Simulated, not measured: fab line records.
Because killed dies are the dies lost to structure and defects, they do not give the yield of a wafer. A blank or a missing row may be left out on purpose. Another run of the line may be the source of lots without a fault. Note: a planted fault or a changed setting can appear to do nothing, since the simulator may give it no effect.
A lot that was struck, set against a sound lot | flow gf180mcu | 32 out of 602 route steps
Sound: these wafers, L911.1, L911.3, L911.5. Wafers L919.2, L919.3, L919.5 were the ones struck. The cause comes at the end.
Each step with rows lists, per side, the tool, then ch with its chambers, then its first start. Under that, the readings that differ: sound wafers | struck wafers | difference of the means | sigmas: that difference in standard deviations of wafers without a fault.
alike: same words and numbers on both sides, and readings whose means sit less than 2 such deviations apart. not compared: any withheld reading, any reading some wafer has no value for, any bound like >300 that may hide the same value, and any number with overlapping values for which the record gives no deviation.
Wherever a step has rows on one side only, a row that says differs or no value, or a row with sigmas, the two part there. Non-overlapping numbers with no deviation appear without sigmas and do not part them. A reading missing from all wafers of one side parts the sides only when that side holds two or more wafers.

GF_STI_BOW_MEAS_00:
  sound: filmMetro-04 at day 1 20:00; struck: filmMetro-04 at day 3 12:01
  alike: INCOMING_BOW
GF_STI_OXIDATION_01: stabilise 600 s, purge 300 s, target thk 10 nm.
  sound on furnace-02 ch 0, day 1 20:07; struck on furnace-01 ch 0, day 3 12:07
reading                | sound          | struck         | difference | sigmas
zonePowerCentrePct (%) | 15.6 15.7 15.7 | 20.5 20.2 20.4 | +4.7       | +2
  alike: spikeTcLowerC
GF_STI_THK_MEAS_02:
  sound: filmMetro-04 at day 1 21:31; struck: filmMetro-04 at day 3 13:31
  alike: STI_OXIDATION_THK
then, 1 step without rows for these wafers: GF_STI_CVD_03 (deposits Si3N4 from DCS/NH3, target thk 207.16 nm, time 3551 s).
GF_STI_THK_MEAS_04:
  sound: filmMetro-02 at day 1 23:34; struck: filmMetro-04 at day 3 15:38
  alike: STI_CVD_03_THK
then, 7 steps without rows for these wafers: GF_STI_DEHYDRATE_05 (time 60 s); GF_STI_HMDS_06 (prime time 60 s); GF_STI_COAT_07 (resist thk 700 nm); GF_STI_SOFTBAKE_08 (time 60 s); GF_STI_EXPOSE_09 (exposes mask COMP, target cd 220 nm); GF_STI_PEB_10 (peb time 90 s); GF_STI_DEVELOP_11 (develop time 60 s).
GF_STI_CD_MEAS_12: the cd target is 220 nm.
  sound: cdSem-01 at day 2 11:10; struck: cdSem-01 at day 4 04:53
  alike: cdNm
GF_STI_ETCH_13: etches the open film in CHF3/O2, stops on Si, target depth 282.31 nm, time 112.9 s.
  sound on rieDiel-03 ch 0,1,3, day 2 11:17; struck on rieDiel-02 ch 0,1,3, day 4 04:59
  alike: drypumpMotorCurrentA, oesProductAu, throttleValvePct
  not compared: rfHoursCounterH
GF_STI_ETCH_14: etches Si in HBr/Cl2/O2, target depth 360 nm, time 102.9 s.
  sound on rieSi-02 ch 0,2,3, day 2 11:22; struck on rieSi-02 ch 0,1,3, day 4 05:04
  alike: drypumpMotorCurrentA, oesProductAu, throttleValvePct
  not compared: rfHoursCounterH
GF_STI_STRIP_15: strips in O2/N2.
  sound on plasmaAsher-03 ch 0,1, day 2 11:26; struck on plasmaAsher-02 ch 0, day 4 05:08
reading                  | sound       | struck      | difference | sigmas
drypumpMotorCurrentA (A) | 5.1 5.2 5.1 | 5.9 5.9 5.9 | +0.8       | +2
  alike: heaterPowerW, n2FlowSccm, oesProductAu, stripTimeToEndpointS
  not compared: rfHoursCounterH
then, 6 steps without rows for these wafers: GF_STI_CLEAN_16 (cleans in dHF, time 25 s); GF_STI_WET_ETCH_17 (etches Si3N4 in H3PO4, target depth 45 nm, time 514 s); GF_STI_CLEAN_18 (cleans in SC1/SC2, time 150 s); GF_STI_CLEAN_19 (cleans in dHF, time 20 s); GF_STI_WET_ETCH_20 (etches SiO2 in dHF, target depth 20 nm, time 400 s); GF_STI_OXIDATION_21 (stabilise 600 s, purge 300 s, target thk 15 nm).
GF_STI_THK_MEAS_22:
  sound: filmMetro-01 at day 2 13:02; struck: filmMetro-04 at day 4 08:43
  alike: STI_OXIDATION_01_THK
then, 1 step without rows for these wafers: GF_STI_CVD_23 (deposits SiO2, target thk 650 nm, time 108.3 s).
GF_STI_THK_MEAS_24:
  sound: filmMetro-02 at day 2 13:11; struck: filmMetro-04 at day 4 08:51
  alike: STI_CVD_23_THK
GF_STI_CMP_25: polishes, stops on Si3N4, t overpolish 33 s, target thk 524.6 nm.
  sound on cmp-02 ch 0,2,3, day 2 13:20; struck on cmp-01 ch 0,1,3, day 4 08:54
  alike: motorCurrentA, overpolishRunS, timeToEndpointS
then, 4 steps without rows for these wafers: GF_STI_WET_ETCH_26 (etches SiO2 in dHF, target depth 94 nm, time 188 s); GF_STI_WET_ETCH_27 (etches Si3N4 in H3PO4, target depth 160 nm, time 1825 s); GF_STI_WET_ETCH_28 (etches SiO2 in dHF, target depth 20 nm, time 40 s); GF_STI_OXIDATION_29 (stabilise 600 s, purge 300 s, target thk 10 nm).
GF_STI_THK_MEAS_30:
  sound: filmMetro-04 at day 2 16:46; struck: filmMetro-02 at day 4 12:48
  alike: STI_OXIDATION_02_THK
-- the record jumps here: 28 days lie between the struck wafers' starts before and after (it left off in module STI and takes up again in module PASSIVATION, whose first step shown is number 602 of the route) --
GF_PASSIVATION_PROBE_99:
  the record has rows for the struck wafers here (prober-02, day 32 06:08) and none for the sound ones

## WHERE THEY PART
Last at GF_PASSIVATION_PROBE_99 as far as this record goes, first at GF_STI_OXIDATION_01.

WHY: what the simulator had put in
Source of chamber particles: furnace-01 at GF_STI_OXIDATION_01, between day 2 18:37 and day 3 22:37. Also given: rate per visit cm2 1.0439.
